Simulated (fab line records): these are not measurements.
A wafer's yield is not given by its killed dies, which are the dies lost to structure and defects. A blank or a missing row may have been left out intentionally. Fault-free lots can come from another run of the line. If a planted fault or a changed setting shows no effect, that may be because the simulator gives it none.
Split-lot experiment :: flow sky130 :: 5 lots, 23 wafers read, on a route of 708 steps

## ABOUT THE SPLIT
At SKY_RES_XHIGH_COAT_02 (resist thk 1140 nm), the setting resist-thk-nm was moved away from the recipe's 1140 nm on 8 of the 23 wafers read, by -5.0% to +1.9%. This setting was run at the recipe's value on the other wafers.

Reading taken at the split's own step.

## THE READING
NOVOLAK_of_RES_XHIGH_COAT_02.thk-nm (the simulator's own value, which no gauge read), in nm, at SKY_RES_XHIGH_COAT_02 (resist thk 1140 nm). There is no usual value for it anywhere in the file. Across the 15 wafers here that went through the recipe, the average is 1143 nm and the standard deviation 2.6 nm.

wafer: L076.1
tool, chamber at the split: litho-track-03, 0
resist-thk-nm as run, nm: 1097
against the recipe: -3.8%
NOVOLAK_of_RES_XHIGH_COAT_02.thk-nm, nm: 1100
against lot-mates on the recipe: -44

wafer: L076.2
tool, chamber at the split: litho-track-03, 0
resist-thk-nm as run, nm: 1097
against the recipe: -3.8%
NOVOLAK_of_RES_XHIGH_COAT_02.thk-nm, nm: 1103
against lot-mates on the recipe: -40

wafer: L076.6
tool, chamber at the split: litho-track-03, 0
resist-thk-nm as run, nm: 1097
against the recipe: -3.8%
NOVOLAK_of_RES_XHIGH_COAT_02.thk-nm, nm: 1103
against lot-mates on the recipe: -40

wafer: L076.3
tool, chamber at the split: litho-track-03, 0
resist-thk-nm as run, nm: 1140
against the recipe: recipe
NOVOLAK_of_RES_XHIGH_COAT_02.thk-nm, nm: 1146
against lot-mates on the recipe: -

wafer: L076.5
tool, chamber at the split: litho-track-03, 0
resist-thk-nm as run, nm: 1140
against the recipe: recipe
NOVOLAK_of_RES_XHIGH_COAT_02.thk-nm, nm: 1141
against lot-mates on the recipe: -

wafer: L078.1
tool, chamber at the split: litho-track-04, 0
resist-thk-nm as run, nm: 1140
against the recipe: recipe
NOVOLAK_of_RES_XHIGH_COAT_02.thk-nm, nm: 1141
against lot-mates on the recipe: -

wafer: L078.3
tool, chamber at the split: litho-track-04, 0
resist-thk-nm as run, nm: 1140
against the recipe: recipe
NOVOLAK_of_RES_XHIGH_COAT_02.thk-nm, nm: 1140
against lot-mates on the recipe: -

wafer: L078.4
tool, chamber at the split: litho-track-04, 0
resist-thk-nm as run, nm: 1140
against the recipe: recipe
NOVOLAK_of_RES_XHIGH_COAT_02.thk-nm, nm: 1144
against lot-mates on the recipe: -

wafer: L078.5
tool, chamber at the split: litho-track-04, 0
resist-thk-nm as run, nm: 1140
against the recipe: recipe
NOVOLAK_of_RES_XHIGH_COAT_02.thk-nm, nm: 1146
against lot-mates on the recipe: -

wafer: L078.6
tool, chamber at the split: litho-track-04, 0
resist-thk-nm as run, nm: 1140
against the recipe: recipe
NOVOLAK_of_RES_XHIGH_COAT_02.thk-nm, nm: 1139
against lot-mates on the recipe: -

wafer: L083.1
tool, chamber at the split: litho-track-03, 0
resist-thk-nm as run, nm: 1140
against the recipe: recipe
NOVOLAK_of_RES_XHIGH_COAT_02.thk-nm, nm: 1145
against lot-mates on the recipe: -

wafer: L083.2
tool, chamber at the split: litho-track-03, 0
resist-thk-nm as run, nm: 1083
against the recipe: -5.0%
NOVOLAK_of_RES_XHIGH_COAT_02.thk-nm, nm: 1085
against lot-mates on the recipe: -59

wafer: L083.4
tool, chamber at the split: litho-track-03, 0
resist-thk-nm as run, nm: 1083
against the recipe: -5.0%
NOVOLAK_of_RES_XHIGH_COAT_02.thk-nm, nm: 1085
against lot-mates on the recipe: -59

wafer: L083.3
tool, chamber at the split: litho-track-03, 0
resist-thk-nm as run, nm: 1083
against the recipe: -5.0%
NOVOLAK_of_RES_XHIGH_COAT_02.thk-nm, nm: 1084
against lot-mates on the recipe: -60

wafer: L083.5
tool, chamber at the split: litho-track-03, 0
resist-thk-nm as run, nm: 1140
against the recipe: recipe
NOVOLAK_of_RES_XHIGH_COAT_02.thk-nm, nm: 1143
against lot-mates on the recipe: -

wafer: L081.4
tool, chamber at the split: litho-track-03, 0
resist-thk-nm as run, nm: 1140
against the recipe: recipe
NOVOLAK_of_RES_XHIGH_COAT_02.thk-nm, nm: 1144
against lot-mates on the recipe: -

wafer: L081.5
tool, chamber at the split: litho-track-03, 0
resist-thk-nm as run, nm: 1140
against the recipe: recipe
NOVOLAK_of_RES_XHIGH_COAT_02.thk-nm, nm: 1145
against lot-mates on the recipe: -

wafer: L081.6
tool, chamber at the split: litho-track-03, 0
resist-thk-nm as run, nm: 1140
against the recipe: recipe
NOVOLAK_of_RES_XHIGH_COAT_02.thk-nm, nm: 1149
against lot-mates on the recipe: -

wafer: L084.1
tool, chamber at the split: litho-track-01, 0
resist-thk-nm as run, nm: 1140
against the recipe: recipe
NOVOLAK_of_RES_XHIGH_COAT_02.thk-nm, nm: 1141
against lot-mates on the recipe: -

wafer: L084.2
tool, chamber at the split: litho-track-01, 0
resist-thk-nm as run, nm: 1140
against the recipe: recipe
NOVOLAK_of_RES_XHIGH_COAT_02.thk-nm, nm: 1141
against lot-mates on the recipe: -

wafer: L084.3
tool, chamber at the split: litho-track-01, 0
resist-thk-nm as run, nm: 1162
against the recipe: +1.9%
NOVOLAK_of_RES_XHIGH_COAT_02.thk-nm, nm: 1161
against lot-mates on the recipe: +19

wafer: L084.4
tool, chamber at the split: litho-track-01, 0
resist-thk-nm as run, nm: 1140
against the recipe: recipe
NOVOLAK_of_RES_XHIGH_COAT_02.thk-nm, nm: 1143
against lot-mates on the recipe: -

wafer: L084.5
tool, chamber at the split: litho-track-01, 0
resist-thk-nm as run, nm: 1162
against the recipe: +1.9%
NOVOLAK_of_RES_XHIGH_COAT_02.thk-nm, nm: 1167
against lot-mates on the recipe: +25

FIT RESULTS
A straight line over all 23 wafers: NOVOLAK_of_RES_XHIGH_COAT_02.thk-nm changes by +11.4 nm for each +1% of resist-thk-nm; r = +0.99; the points scatter about the line by 2.7 nm.
The same after taking each lot's own level away (the mean of its wafers on the recipe; 23 wafers): +11.6 nm for each +1%; r = +1.00; scatter 2.3 nm.
According to that fit, moving resist-thk-nm by its largest amount changes the reading by 58 nm.
From 1141.7 to 1146.0 nm: that is the span of the lots' own levels, equal to 1.6 times the standard deviation above.
Hence the lot-to-lot level has little effect on the slope; both slopes agree.
Check: for one of the wafers moved furthest among these (-5.0%), held out of the fit, the line's prediction against its lot-mates is -57.5 nm. Against them it came out at -59 nm.

## OTHER SPLITS ON THESE WAFERS
These wafers also went through other splits before the reading. Each is held against what the fit with the lots' levels taken away leaves over:
other split on the same wafers: SKY_SD_P_IMPLANT_09 dose-cm2
wafers away from the commonest value: 8
r with NOVOLAK_of_RES_XHIGH_COAT_02.thk-nm (lot level and that fit taken away): -0.07

## THE WHOLE CHAIN: every reading that the file lists as answering this split, in the file's order
step: SKY_RES_XHIGH_COAT_02
what it does: resist thk 1140 nm
reading: NOVOLAK_of_RES_XHIGH_COAT_02.thk-nm (the simulator's own value, which no gauge read)
change (the file's fit): +11.5 nm for each +1% of the setting
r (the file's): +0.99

step: SKY_RES_XHIGH_STRIP_08
what it does: strips in O2/N2
reading: strip-time-to-endpoint-s
change (the file's fit): withheld for each +1% of the setting
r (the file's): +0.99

## THE FILE'S OWN FIT
NOVOLAK_of_RES_XHIGH_COAT_02.thk-nm changes by +11.5 nm for each +1% of resist-thk-nm, r = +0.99.
